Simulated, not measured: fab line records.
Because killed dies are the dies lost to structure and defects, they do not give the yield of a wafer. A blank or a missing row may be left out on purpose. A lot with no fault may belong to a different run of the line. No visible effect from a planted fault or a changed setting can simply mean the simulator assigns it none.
A single fault, viewed from 2 desks :: flow sky130 :: numbers are kept per desk, each desk with only its own; the story behind them comes last

== FOR THE TOOL OWNER'S DESK: cmp-01 ==
The tool's own readings at SKY_VIA1_CMP_24 (polishes, stops on SiO2, t overpolish 15 s, target thk 0 nm): means of the sampled wafers that have a number, for each lot that ran on this tool. Marked OUT: a lot whose mean sits more than 4 standard deviations from the usual mean, which makes it out of limits; the brackets give that distance.
Columns: A = motor_current_A at SKY_VIA1_CMP_24, usual 11.2 A; B = overpolish_run_s at SKY_VIA1_CMP_24, usual 14.999 s; C = slurry_flow_ml_min at SKY_VIA1_CMP_24, usual 149.9; D = time_to_endpoint_s at SKY_VIA1_CMP_24, usual 64 s
lot: L313
first seen here: day 33 23:01
A: 10.3
B: 15.001
C: 150.0
D: 63

lot: L319
first seen here: day 36 07:14
A: 11.2
B: 15.006
C: 150.0
D: 65

lot: L320
first seen here: day 37 05:43
A: 9.9
B: 15.009
C: 149.9
D: 65

lot: L323
first seen here: day 37 14:32
A: 10.2
B: 12.374 (-99 or more) OUT
C: 149.9
D: 68

lot: L322
first seen here: day 37 20:29
A: 10.4
B: 12.377 (-99 or more) OUT
C: 150.0
D: 66

lot: L324
first seen here: day 38 05:08
A: 11.1
B: 12.375 (-99 or more) OUT
C: 150.1
D: 63

lot: L335
first seen here: day 41 02:32
A: 10.4
B: 15.003
C: 150.2
D: 63
This desk finds L322, L323, L324 out of limits, L323 being first, at day 37 14:32 (overpolish_run_s at SKY_VIA1_CMP_24). L313, L319, L320, L335: within limits.

== METROLOGY DESK ==
Lot by lot, what the gauges showed, no matter which tool ran the lot: averages of those sampled wafers that carry a number. Marked OUT: a lot whose mean sits more than 4 standard deviations from the usual mean, which makes it out of limits; the brackets give that distance.
Columns: A = VIA1_OVL at SKY_VIA1_OVL_MEAS_13, usual 0 nm; B = VIA1_W_RS at SKY_VIA1_RS_MEAS_22, usual 0.433 ohm/sq
lot: L313
first seen here: day 33 21:52
A: 3
B: 0.434

lot: L316
first seen here: day 35 03:11
A: -6
B: 0.439

lot: L319
first seen here: day 36 06:10
A: 5
B: 0.435

lot: L320
first seen here: day 37 04:40
A: 6
B: 0.437

lot: L323
first seen here: day 37 13:29
A: -3
B: 0.428

lot: L322
first seen here: day 37 19:26
A: 1
B: 0.435

lot: L321
first seen here: day 37 20:07
A: -5
B: 0.427

lot: L324
first seen here: day 38 04:05
A: 11
B: 0.441

lot: L326
first seen here: day 38 09:02
A: -9
B: 0.435

lot: L332
first seen here: day 40 00:47
A: -2
B: 0.443

lot: L334
first seen here: day 40 17:00
A: 1
B: 0.435

lot: L335
first seen here: day 41 01:27
A: -2
B: 0.432
Finding of this desk: none of the 12 lots has anything out of limits.

== BROUGHT TOGETHER ==
At day 37 14:32, on L322, L323, L324, the tool owner's desk was in a position to raise an alarm.
Metrology desk: nothing out of limits seen.
The metrology desk has L322, L323, L324 on record, within its limits.
Of the lots named, all ran SKY_VIA1_CMP_24 on cmp-01.

== WHAT HAD BEEN PUT IN BY THE SIMULATOR ==
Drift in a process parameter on cmp-01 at SKY_VIA1_CMP_24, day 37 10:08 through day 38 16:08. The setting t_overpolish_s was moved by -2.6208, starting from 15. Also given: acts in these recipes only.
Lots struck among those shown: L322, L323, L324.
Hours from the fault's start to each desk's first reading out of limits: the tool owner's desk, 4.
